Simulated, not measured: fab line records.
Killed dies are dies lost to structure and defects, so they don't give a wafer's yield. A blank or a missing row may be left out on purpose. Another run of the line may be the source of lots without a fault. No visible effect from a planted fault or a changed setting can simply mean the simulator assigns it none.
Check of tool commonality :: flow gf180mcu :: 12 lots, 39 wafers sampled

REASON IT WAS OPENED
1 of 12 lots carry a flag on the reading NWELL_TW at GF_NWELL_TW_MEAS_11. No-fault wafers: 1573, standard deviation 17.
Rule: a lot gets a flag if all its wafers with a number sit over 4 standard deviations from that mean, or if no wafer of it has a number. All remaining lots are regarded as sound.

lot: L481
measured: day 3 07:44
on: film metro-04
NWELL_TW, wafer by wafer: 1599 1596 1590
flag: 

lot: L488
measured: day 4 22:01
on: film metro-02
NWELL_TW, wafer by wafer: 30 30 30 30 30 30
flag: FLAGGED

lot: L491
measured: day 5 12:54
on: film metro-04
NWELL_TW, wafer by wafer: 1578 1574 1580
flag: 

lot: L493
measured: day 6 02:26
on: film metro-02
NWELL_TW, wafer by wafer: 1552 1554 1550
flag: 

lot: L495
measured: day 6 13:54
on: film metro-02
NWELL_TW, wafer by wafer: 1556 1554 1544
flag: 

lot: L496
measured: day 6 18:27
on: film metro-04
NWELL_TW, wafer by wafer: 1595 1592 1599
flag: 

lot: L497
measured: day 6 23:25
on: film metro-04
NWELL_TW, wafer by wafer: 1588 1583 1584
flag: 

lot: L498
measured: day 7 06:14
on: film metro-04
NWELL_TW, wafer by wafer: 1585 1593 1594
flag: 

lot: L499
measured: day 7 11:38
on: film metro-01
NWELL_TW, wafer by wafer: 1542 1541 1536
flag: 

lot: L500
measured: day 7 15:53
on: film metro-02
NWELL_TW, wafer by wafer: 1570 1572 1564
flag: 

lot: L501
measured: day 7 22:48
on: film metro-04
NWELL_TW, wafer by wafer: 1588 1593 1583
flag: 

lot: L504
measured: day 8 13:35
on: film metro-04
NWELL_TW, wafer by wafer: 1587 1589 1595
flag: 
The numbers of the flagged lots are 30 on average: -1543 against the usual, or -91 standard deviations.

WHICH TOOL EACH LOT WENT THROUGH
The record holds 1 process step before the reading, out of a route of 602 steps. Every cell lists first the tool, next ch and the chambers used by the sampled wafers, and last the start.
lot: L481
flag: 
GF_NWELL_EXPOSE_04: iline stepper-01 ch 0, day 3 01:15

lot: L488
flag: FLAGGED
GF_NWELL_EXPOSE_04: iline stepper-02 ch 0, day 4 14:40

lot: L491
flag: 
GF_NWELL_EXPOSE_04: iline stepper-01 ch 0, day 5 05:43

lot: L493
flag: 
GF_NWELL_EXPOSE_04: iline stepper-02 ch 0, day 5 19:19

lot: L495
flag: 
GF_NWELL_EXPOSE_04: iline stepper-02 ch 0, day 6 06:08

lot: L496
flag: 
GF_NWELL_EXPOSE_04: iline stepper-02 ch 0, day 6 10:56

lot: L497
flag: 
GF_NWELL_EXPOSE_04: iline stepper-01 ch 0, day 6 15:24

lot: L498
flag: 
GF_NWELL_EXPOSE_04: iline stepper-01 ch 0, day 6 21:15

lot: L499
flag: 
GF_NWELL_EXPOSE_04: iline stepper-01 ch 0, day 7 03:44

lot: L500
flag: 
GF_NWELL_EXPOSE_04: iline stepper-02 ch 0, day 7 07:50

lot: L501
flag: 
GF_NWELL_EXPOSE_04: iline stepper-01 ch 0, day 7 14:35

lot: L504
flag: 
GF_NWELL_EXPOSE_04: iline stepper-01 ch 0, day 8 04:31
These steps, and what they do:
- GF_NWELL_EXPOSE_04: exposes mask Nwell, target cd 860 nm.
- GF_NWELL_TW_MEAS_11

FLAGGED AGAINST TOTAL, ONE TOOL AT A TIME (gauges that did the reading follow at the end)
step: GF_NWELL_EXPOSE_04
tool: iline stepper-01
lots run: 7
flagged: 0
share of the flagged lots: none
sound lots run after its first flagged lot: -

step: GF_NWELL_EXPOSE_04
tool: iline stepper-02
lots run: 5
flagged: 1
share of the flagged lots: all
sound lots run after its first flagged lot: 4 (L493,L495,L496,L500)

step: GF_NWELL_TW_MEAS_11
tool: film metro-01
lots run: 1
flagged: 0
share of the flagged lots: none
sound lots run after its first flagged lot: -

step: GF_NWELL_TW_MEAS_11
tool: film metro-02
lots run: 4
flagged: 1
share of the flagged lots: all
sound lots run after its first flagged lot: 3 (L493,L495,L500)

step: GF_NWELL_TW_MEAS_11
tool: film metro-04
lots run: 7
flagged: 0
share of the flagged lots: none
sound lots run after its first flagged lot: -

THE TABLE: WHAT IT ALLOWS
Every flagged lot went through 2 rows of the table: iline stepper-02 at GF_NWELL_EXPOSE_04 and film metro-02 at GF_NWELL_TW_MEAS_11.
- iline stepper-02 at GF_NWELL_EXPOSE_04 ran 5 lots, 1 of them flagged. After the first flagged lot (L493, L495, L496, L500), sound lots still ran on it; a lasting fault on the whole tool would not permit that.
- film metro-02 at GF_NWELL_TW_MEAS_11 ran 4 lots, 1 of them flagged. After the first flagged lot (L493, L495, L500), sound lots still ran on it; a lasting fault on the whole tool would not permit that.
There is no row in the table that ran each flagged lot and no sound lot after the first.

WHAT HAD BEEN PUT IN BY THE SIMULATOR
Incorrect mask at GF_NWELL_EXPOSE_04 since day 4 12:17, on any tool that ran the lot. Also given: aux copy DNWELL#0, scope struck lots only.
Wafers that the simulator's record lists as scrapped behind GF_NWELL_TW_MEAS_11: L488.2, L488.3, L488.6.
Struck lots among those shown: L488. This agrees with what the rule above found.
